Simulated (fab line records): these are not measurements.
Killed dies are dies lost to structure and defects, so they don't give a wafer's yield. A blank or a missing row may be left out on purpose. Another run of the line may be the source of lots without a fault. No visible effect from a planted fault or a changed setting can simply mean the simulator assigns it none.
A struck lot beside a sound one ; flow sky130 ; 17 steps out of a route of 708
Sound: the wafers L903.1, L903.4, L903.6. Struck: wafers L911.1, L911.2, L911.4. The cause is given at the end.
Order at every step that has rows: each side's tool, ch and its chambers, its first start. Under that, the readings that differ: sound wafers ; struck wafers ; difference of the means ; sigmas: that difference in standard deviations of wafers without a fault.
alike: words and numbers the same on both sides, and readings whose means are apart by under 2 such deviations; not compared: readings that were withheld, readings missing a value for some wafer, numbers with overlapping values and no deviation given by the record, and bounds like >300 which may hide the same value.
The two part at a step that has a row with sigmas, a row that says differs or no value, or rows on one side only. Non-overlapping numbers with no deviation appear without sigmas and do not part them. Lack of a reading on every wafer of one side parts them only where that side has two or more wafers.

first, 1 step without rows for these wafers: SKY_VT_ADJUST_LVTN_IMPLANT_19.
SKY_VT_ADJUST_LVTN_STRIP_20: strips in O2/N2.
  sound on plasma_asher-04 ch 0,1, day 11 00:38; struck on plasma_asher-04 ch 0,1, day 13 13:06
reading;sound;struck;difference;sigmas
strip_time_to_endpoint_s (s);14.09 14.15 14.11;14.17 14.21 14.18;+0.07;+2
  alike: drypump_motor_current_A, n2_flow_sccm, o2_flow_sccm, oes_product_au
  not compared: rf_hours_counter_h
SKY_VT_ADJUST_LVTN_TW_MEAS_21:
  sound on film_metro-02 at day 11 00:44; struck on film_metro-02 at day 13 13:12
  alike: VT_ADJUST_LVTN_2_TW
then, 7 steps without rows for these wafers: SKY_VT_ADJUST_NCORE_DEHYDRATE_00 (time 60 s); SKY_VT_ADJUST_NCORE_HMDS_01 (prime time 60 s); SKY_VT_ADJUST_NCORE_COAT_02 (resist thk 1140 nm); SKY_VT_ADJUST_NCORE_SOFTBAKE_03 (time 60 s); SKY_VT_ADJUST_NCORE_EXPOSE_04 (exposes mask LVTN COMPLEMENT THIN, target cd 380 nm); SKY_VT_ADJUST_NCORE_PEB_05; SKY_VT_ADJUST_NCORE_DEVELOP_06 (develop time 60 s).
SKY_VT_ADJUST_NCORE_CD_MEAS_07: target cd 380 nm.
  sound on cd_sem-01 at day 12 00:32; struck on cd_sem-01 at day 14 15:36
  alike: cd_nm
SKY_VT_ADJUST_NCORE_OVL_MEAS_08:
  sound on overlay-02 at day 12 00:40; struck on overlay-01 at day 14 15:43
  alike: VT_ADJUST_NCORE_OVL
SKY_VT_ADJUST_NCORE_IMPLANT_09:
  sound on implanter-03 ch 0, day 12 00:42; struck on implanter-04 ch 0, day 14 16:04
  alike: beam_energy_keV
SKY_VT_ADJUST_NCORE_STRIP_10: strips in O2/N2.
  sound on plasma_asher-02 ch 0, day 12 00:51; struck on plasma_asher-04 ch 0,1, day 14 16:13
  alike: drypump_motor_current_A, n2_flow_sccm, o2_flow_sccm, oes_product_au, strip_time_to_endpoint_s
  not compared: rf_hours_counter_h
SKY_VT_ADJUST_NCORE_TW_MEAS_11:
  sound on film_metro-03 at day 12 00:57; struck on film_metro-04 at day 14 16:19
reading;sound;struck;difference;sigmas
VT_ADJUST_NCORE_TW;223.8 221.5 222.0;273.5 272.7 272.4;+50.4;+39
then, 1 step without rows for these wafers: SKY_VT_ADJUST_HVTR_DEHYDRATE_00 (time 60 s).
-- record jumps: 36 days separate the struck wafers' starts on either side; left off in module VT_ADJUST_HVTR, taken up again in module PAD_OPEN, whose first shown step is the route's number 708 --
SKY_PAD_OPEN_PROBE_99:
  sound on prober-02 at day 48 22:49; struck on prober-01 at day 50 10:20
  alike: killed_at_M0_to_M3, killed_at_M4_up, killed_at_contacts, killed_at_front_end, killed_at_other, killed_dies, killed_open, killed_short

## WHERE THEY PART
At SKY_VT_ADJUST_LVTN_STRIP_20 first; at SKY_VT_ADJUST_NCORE_TW_MEAS_11 last (within this record only). Later steps at which nothing parts them and some readings are alike: SKY_PAD_OPEN_PROBE_99.

WHY: whatever the simulator had introduced
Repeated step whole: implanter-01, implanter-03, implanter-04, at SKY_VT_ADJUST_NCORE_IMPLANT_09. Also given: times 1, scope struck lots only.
